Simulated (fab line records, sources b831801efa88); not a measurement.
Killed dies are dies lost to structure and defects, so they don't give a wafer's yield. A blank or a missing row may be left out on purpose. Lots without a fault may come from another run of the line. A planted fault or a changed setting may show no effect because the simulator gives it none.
Which tool did it? | flow sfq_line | 7 lots, 21 wafers sampled, at 2 steps of a route of 325

WHAT THE GAUGES READ, wafer by wafer
SFQ_M1_RS_MEAS_909: measures by four-point-probe.
lot  | measured     | on            | M1_NB_RS (ohm/sq)
L823 | day 16 14:28 | film_metro-03 | 0.875 0.894 0.900
L826 | day 17 23:06 | film_metro-01 | 0.897 0.892 0.896
L828 | day 18 02:34 | film_metro-04 | 0.889 0.621 0.628
L831 | day 18 10:57 | film_metro-01 | 0.899 0.919 0.893
L835 | day 18 21:45 | film_metro-01 | 0.874 0.891 0.891
L837 | day 19 03:51 | film_metro-04 | 0.903 0.907 0.908
L841 | day 19 10:58 | film_metro-01 | 0.909 0.895 0.899

WHICH TOOL RAN EACH LOT (tool, then ch and the chambers of the sampled wafers, then the start)
lot  | SFQ_TRILAYER_M1_DEP_SPUTTER_037
L823 | pvd_sputter-04, day 16 14:20
L826 | pvd_sputter-06, day 17 22:56
L828 | pvd_sputter-06, day 18 02:28
L831 | pvd_sputter-04, day 18 10:52
L835 | pvd_sputter-05, day 18 21:40
L837 | pvd_sputter-04, day 19 03:44
L841 | pvd_sputter-04, day 19 10:52
- SFQ_TRILAYER_M1_DEP_SPUTTER_037: material Nb, target thk 200 nm, time 133.3 s.

THE ANSWER, worked out from the rows above alone
Rule: what is usual is taken from the lots themselves. Put in order of their means at a reading, lots are off if they are a third of the lots or fewer, leave a main group of 4 or more, and stand apart from it by a gap of 3 or more times the standard deviation of the main group's means; of several such gaps the widest counts. A main group whose means are all the same, to the digits that the tables above print for the reading, isn't used. A lot without any number at a reading at which 4 lots or more have one is off too. The other lots that the step has rows for count as sound.
Off: L828, at SFQ_M1_RS_MEAS_909 (M1_NB_RS). The main group: mean 0.897 ohm/sq, standard deviation 0.0075.
A tool fits if, at a process step before that reading, it ran every lot that is off, and no sound lot after the first of them. The gauges at SFQ_M1_RS_MEAS_909 are tried like those tools. One fits: pvd_sputter-06 at SFQ_TRILAYER_M1_DEP_SPUTTER_037. Its last sound lot is L826 (day 17 22:56), its first lot that is off L828 (day 18 02:28): a fault that began between those two fits.

WHAT THE SIMULATOR HAD PUT IN
Process parameter drift: pvd_sputter-06, from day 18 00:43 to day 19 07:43, at SFQ_TRILAYER_M1_DEP_SPUTTER_037. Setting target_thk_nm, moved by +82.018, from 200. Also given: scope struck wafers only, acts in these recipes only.
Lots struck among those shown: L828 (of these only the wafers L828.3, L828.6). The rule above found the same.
